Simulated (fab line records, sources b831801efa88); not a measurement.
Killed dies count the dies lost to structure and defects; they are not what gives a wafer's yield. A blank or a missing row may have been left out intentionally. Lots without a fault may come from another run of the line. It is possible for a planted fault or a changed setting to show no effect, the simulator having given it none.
Which of the tools did it?	flow sky130	33 wafers from 11 lots sampled at 6 of the route's 708 steps

== WHAT EACH GAUGE READ, for each wafer ==
SKY_LDD_N_OVL_MEAS_07. Usual: for LDD_N_OVL the level is -0.4 nm and the standard deviation is 1.4.
lot	measured	on	LDD_N_OVL (nm)	flag
L549	day 17 15:31	overlay-02	0.7 0.7 0.9	
L553	day 19 13:52	overlay-02	-1.5 -1.2 -0.8	
L554	day 19 21:40	overlay-02	-3.0 -2.3 -1.5	
L556	day 20 07:26	overlay-02	-0.9 -1.2 0.4	
L557	day 20 14:04	overlay-01	-0.2 -2.2 -0.1	
L564	day 23 02:40	overlay-02	-2.4 -1.7 -2.1	
L566	day 23 17:22	overlay-02	2.4 1.7 1.3	
L567	day 24 07:46	overlay-02	-2.5 -1.0 -0.9	
L568	day 24 15:40	overlay-01	2.1 0.0 2.6	
L571	day 25 08:44	overlay-02	-0.4 1.2 -1.4	
L572	day 25 19:25	overlay-02	0.1 -1.2 0.0	

SKY_SD_P_TW_MEAS_11. Usual: for SD_P_TW the level is 2830 and the standard deviation is 24.
lot	measured	on	SD_P_TW	flag
L549	day 25 12:02	film-metro-04	2832 2846 2824	
L553	day 27 06:05	film-metro-03	2858 2859 2873	
L554	day 27 14:57	film-metro-02	2789 2809 2786	
L556	day 27 21:30	film-metro-04	2855 2855 2871	
L557	day 28 04:01	film-metro-02	2798 2801 2796	
L564	day 30 11:56	film-metro-02	2799 2799 2814	
L566	day 31 02:57	film-metro-03	2844 2850 2845	
L567	day 31 15:50	film-metro-02	2805 2810 2818	
L568	day 31 23:15	film-metro-04	2845 2837 2839	
L571	day 32 17:17	film-metro-04	2836 2859 2822	
L572	day 33 00:11	film-metro-02	2789 2807 2789	

SKY_SD_N_RS_MEAS_16: measurement is done with a four-point probe. Usual: for SD_N_RS the level is 68.57 ohm/sq and the standard deviation is 0.1.
lot	measured	on	SD_N_RS (ohm/sq)	flag
L549	day 27 23:15	film-metro-04	68.56 68.56 68.52	
L553	day 29 17:07	film-metro-04	68.45 68.61 68.40	
L554	day 30 00:56	film-metro-03	68.69 68.65 68.54	
L556	day 30 07:14	film-metro-02	66.26 66.20 66.24	OFF
L557	day 30 13:19	film-metro-02	66.18 66.04 66.14	OFF
L564	day 32 20:00	film-metro-04	68.75 68.69 68.59	
L566	day 33 10:21	film-metro-03	68.51 68.54 68.65	
L567	day 33 22:46	film-metro-03	68.29 68.44 68.38	
L568	day 34 06:08	film-metro-02	68.62 68.58 68.73	
L571	day 34 23:19	film-metro-04	68.31 68.59 68.63	
L572	day 35 07:26	film-metro-02	68.47 68.50 68.64	

== EACH LOT AND THE TOOL THAT RAN IT (in order: tool; ch and the chambers of the sampled wafers; start) ==
lot	SKY_POLY_CUT_ETCH_10	SKY_SD_N_IMPLANT_09	SKY_SD_N_STRIP_11
L549	rie-diel-04 ch 0,1,2, day 24 06:08	implanter-02 ch 0, day 27 22:34	plasma-asher-04 ch 0,1, day 27 22:52
L553	rie-diel-02 ch 0,1,3, day 26 00:11	implanter-03 ch 0, day 29 16:23	plasma-asher-01 ch 0,1, day 29 16:41
L554	rie-diel-02 ch 0,1,2, day 26 09:31	implanter-03 ch 0, day 30 00:16	plasma-asher-01 ch 0,1, day 30 00:33
L556	rie-diel-02 ch 0,1, day 26 16:26	implanter-03 ch 0, day 30 06:31	plasma-asher-04 ch 0,1, day 30 06:47
L557	rie-diel-02 ch 1,2,3, day 26 23:05	implanter-03 ch 0, day 30 12:36	plasma-asher-02 ch 0,1, day 30 12:52
L564	rie-diel-04 ch 1,2,3, day 29 07:35	implanter-02 ch 0, day 32 19:16	plasma-asher-02 ch 0,1, day 32 19:34
L566	rie-diel-01 ch 1,2, day 29 22:44	implanter-03 ch 0, day 33 09:41	plasma-asher-02 ch 0,1, day 33 09:58
L567	rie-diel-02 ch 0,1,3, day 30 11:38	implanter-02 ch 0, day 33 22:05	plasma-asher-04 ch 0,1, day 33 22:23
L568	rie-diel-02 ch 0,1,2, day 30 19:08	implanter-03 ch 0, day 34 05:28	plasma-asher-02 ch 0,1, day 34 05:45
L571	rie-diel-01 ch 0,1, day 31 13:40	implanter-03 ch 0, day 34 22:38	plasma-asher-02 ch 0,1, day 34 22:56
L572	rie-diel-04 ch 0,2,3, day 31 21:32	implanter-04 ch 0, day 35 06:45	plasma-asher-01 ch 0,1, day 35 07:03
- SKY_POLY_CUT_ETCH_10: etches BARC in N2/H2, stops on SiO2, time 45.9 s, target depth 60 nm.
- SKY_SD_N_IMPLANT_09
- SKY_SD_N_STRIP_11: strips in O2/N2.

== WHAT THE TOOLS THEMSELVES READ (means of the sampled wafers that have a number; where no wafer has one, the mark that the record gives instead) ==
SKY_POLY_CUT_ETCH_10. Usual: drypump-motor-current-A 5.7 A, standard deviation 0.41; oes-product-au 0.855 a.u., standard deviation 0.0046; rf-fwd-power-W 494.8 W, standard deviation 2.2; throttle-valve-pct 13.224 %, standard deviation 0.01.
lot	tool	drypump-motor-current-A (A)	oes-product-au (a.u.)	rf-fwd-power-W (W)	throttle-valve-pct (%)	flag
L549	rie-diel-04	5.9	0.858	494.1	13.221	
L553	rie-diel-02	5.6	0.854	494.7	13.239	
L554	rie-diel-02	5.9	0.858	493.6	13.225	
L556	rie-diel-02	5.7	0.856	492.2	13.231	
L557	rie-diel-02	5.6	0.857	493.2	13.225	
L564	rie-diel-04	5.8	0.854	493.8	13.224	
L566	rie-diel-01	5.8	0.856	495.9	13.220	
L567	rie-diel-02	5.6	0.857	494.3	13.224	
L568	rie-diel-02	5.8	0.856	494.9	13.230	
L571	rie-diel-01	5.3	0.858	495.5	13.226	
L572	rie-diel-04	5.7	0.858	492.7	13.228	

SKY_SD_N_IMPLANT_09. Usual: beam-energy-keV 49.999, standard deviation 0.016; beam-on-s 16.5 s, standard deviation 1.2; end-station-pressure-torr 1.45e-05 Torr, standard deviation 1.1e-06; tilt-deg -0.004 degrees, standard deviation 0.021.
lot	tool	beam-energy-keV	beam-on-s (s)	end-station-pressure-torr (Torr)	tilt-deg (degrees)	flag
L549	implanter-02	49.968	19.0	1.32e-05	-0.014	
L553	implanter-03	50.010	16.5	1.48e-05	-0.002	
L554	implanter-03	50.013	16.7	1.51e-05	-0.010	
L556	implanter-03	53.549	16.5	1.46e-05	0.017	OFF
L557	implanter-03	53.543	16.5	1.47e-05	-0.044	OFF
L564	implanter-02	49.995	18.8	1.25e-05	-0.030	
L566	implanter-03	49.997	16.5	1.54e-05	0.001	
L567	implanter-02	50.002	18.9	1.28e-05	0.021	
L568	implanter-03	50.005	16.5	1.41e-05	0.018	
L571	implanter-03	49.996	16.3	1.48e-05	0.008	
L572	implanter-04	49.966	15.5	1.54e-05	0.002	

SKY_SD_N_STRIP_11. Usual: drypump-motor-current-A 6.10 A, standard deviation 0.18; oes-product-au 0.528 a.u., standard deviation 0.0048; strip-time-to-endpoint-s 22.54 s, standard deviation 0.044.
lot	tool	drypump-motor-current-A (A)	oes-product-au (a.u.)	strip-time-to-endpoint-s (s)	flag
L549	plasma-asher-04	5.94	0.536	22.60	
L553	plasma-asher-01	6.19	0.527	22.53	
L554	plasma-asher-01	6.22	0.530	22.53	
L556	plasma-asher-04	5.81	0.524	23.07	OFF
L557	plasma-asher-02	6.17	0.523	23.15	OFF
L564	plasma-asher-02	6.06	0.534	22.54	
L566	plasma-asher-02	6.08	0.526	22.52	
L567	plasma-asher-04	5.79	0.526	22.61	
L568	plasma-asher-02	6.17	0.527	22.54	
L571	plasma-asher-02	6.17	0.528	22.49	
L572	plasma-asher-01	6.19	0.527	22.55	

== THE ANSWER, worked out from the rows above alone ==
Rule: take the mean of a lot's wafers that have a number; if it is more than 3 standard deviations from the usual mean, the lot is off. Also off: a lot with no number at a reading for which 4 or more lots have one. Any other lot the step has rows for is counted as sound. First the gauges in route order, then the tools' own readings, where a lot's mean is used as printed above. At the first step where some lot is off, the reading lying furthest off is the one used; lots without a number count as furthest.
Off: L556, L557, at SKY_SD_N_RS_MEAS_16 (SD_N_RS).
If a tool, at a process step before that reading, ran all the lots that are off and no sound lot after the first of them, it fits. The gauges at SKY_SD_N_RS_MEAS_16 aren't tried: what is off there is off at SKY_SD_N_IMPLANT_09 too, on other tools, and a gauge's error can't cause that. Not one of the candidates tried fits.

== WHAT THE SIMULATOR PUT IN ==
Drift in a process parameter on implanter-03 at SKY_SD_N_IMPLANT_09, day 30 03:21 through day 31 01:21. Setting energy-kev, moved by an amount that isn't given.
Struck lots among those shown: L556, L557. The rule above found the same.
